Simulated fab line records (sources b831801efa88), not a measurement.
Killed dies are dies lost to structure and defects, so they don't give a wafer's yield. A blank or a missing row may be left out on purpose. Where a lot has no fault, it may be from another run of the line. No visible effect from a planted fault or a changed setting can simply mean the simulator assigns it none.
Split-lot experiment ; flow sfq-line ; on a route of 325 steps: 5 lots, 23 wafers read

ON THE SPLIT
At SFQ_TRILAYER_M2_LITHO_PEB_060 (peb time 60 s), the setting peb-time-s was moved away from the recipe's 60 s on 8 of the 23 wafers read, by -13.0% to +11.3%. This setting was run at the recipe's value on the other wafers.

FROM THE SPLIT TO THE READING: what the file shows between them, 2 steps
- SFQ_TRILAYER_M2_LITHO_DEVELOP_059: time 60 s
- SFQ_TRILAYER_M2_BARC_OPEN_METAL_ETCH_077: etches BARC in O2, target depth 125 nm, time 41.7 s

THE READING
M2.cd-nm (the simulator's own value, which no gauge read), in nm, at SFQ_TRILAYER_M2_ETCH_METAL_ETCH_060 (etches Nb in Cl2/Ar, stops on SiO2, target depth 240 nm, time 118.4 s). The file does not state a usual value for it. The 15 wafers here that ran the recipe average 499.5 nm, standard deviation 1.5 nm.

wafer;tool, chamber at the split;peb-time-s as run, s;against the recipe;M2.cd-nm, nm;against lot-mates on the recipe
L074.1;litho-track-03, 0;66.79;+11.3%;484.8;-15.0
L074.2;litho-track-03, 0;66.79;+11.3%;484.4;-15.4
L074.3;litho-track-03, 0;60;recipe;500.8;-
L074.4;litho-track-03, 0;66.79;+11.3%;486.6;-13.2
L074.5;litho-track-03, 0;60;recipe;498.8;-
L075.1;litho-track-04, 0;52.2;-13.0%;518.7;+19.9
L075.2;litho-track-04, 0;60;recipe;499.1;-
L075.3;litho-track-04, 0;52.2;-13.0%;520;+21.1
L075.4;litho-track-04, 0;52.2;-13.0%;519.5;+20.6
L075.6;litho-track-04, 0;60;recipe;498.6;-
L076.3;litho-track-04, 0;60;recipe;502.1;-
L076.4;litho-track-04, 0;60;recipe;501.4;-
L076.6;litho-track-04, 0;60;recipe;500.1;-
L081.1;litho-track-04, 0;60;recipe;499.9;-
L081.2;litho-track-04, 0;60;recipe;496.2;-
L081.3;litho-track-04, 0;60;recipe;500;-
L081.4;litho-track-04, 0;60;recipe;497.4;-
L081.6;litho-track-04, 0;60;recipe;497.6;-
L084.1;litho-track-04, 0;60;recipe;500.9;-
L084.2;litho-track-04, 0;53.52;-10.8%;516;+15.9
L084.3;litho-track-04, 0;60;recipe;500.3;-
L084.4;litho-track-04, 0;60;recipe;499.1;-
L084.5;litho-track-04, 0;53.52;-10.8%;517.2;+17.1

THE FIT
A straight line over all 23 wafers: M2.cd-nm changes by -1.44 nm for each +1% of peb-time-s; r = -0.99; the points scatter about the line by 1.6 nm.
The same after taking each lot's own level away (the mean of its wafers on the recipe; 23 wafers): -1.46 nm for each +1%; r = -0.99; scatter 1.3 nm.
On that fit, the largest move of peb-time-s shifts the reading by 19 nm.
The lots' own levels span 498.22 to 501.20 nm, that is 1.9 times the standard deviation above.
The two slopes agree, so the slope changes little with the lot-to-lot level.
Check: +19.4 nm against its lot-mates is what the line predicts for one of the wafers moved furthest among these (-13.0%) when that wafer is left out of the fit. It came out at +19.9 nm against them.

THE WHOLE CHAIN: every reading that the file lists as answering this split, in the file's order
step;what it does;reading;change (the file's fit);r (the file's)
SFQ_TRILAYER_M2_BARC_OPEN_METAL_ETCH_077;etches BARC in O2, target depth 125 nm, time 41.7 s;M2.cd-nm (the simulator's own value, which no gauge read);-1.43 nm for each +1% of the setting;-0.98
SFQ_TRILAYER_M2_ETCH_METAL_ETCH_060;etches Nb in Cl2/Ar, stops on SiO2, target depth 240 nm, time 118.4 s;M2.cd-nm (the simulator's own value, which no gauge read);-1.47 nm for each +1% of the setting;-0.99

FILE'S OWN FIT
M2.cd-nm changes by -1.47 nm for each +1% of peb-time-s, r = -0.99.
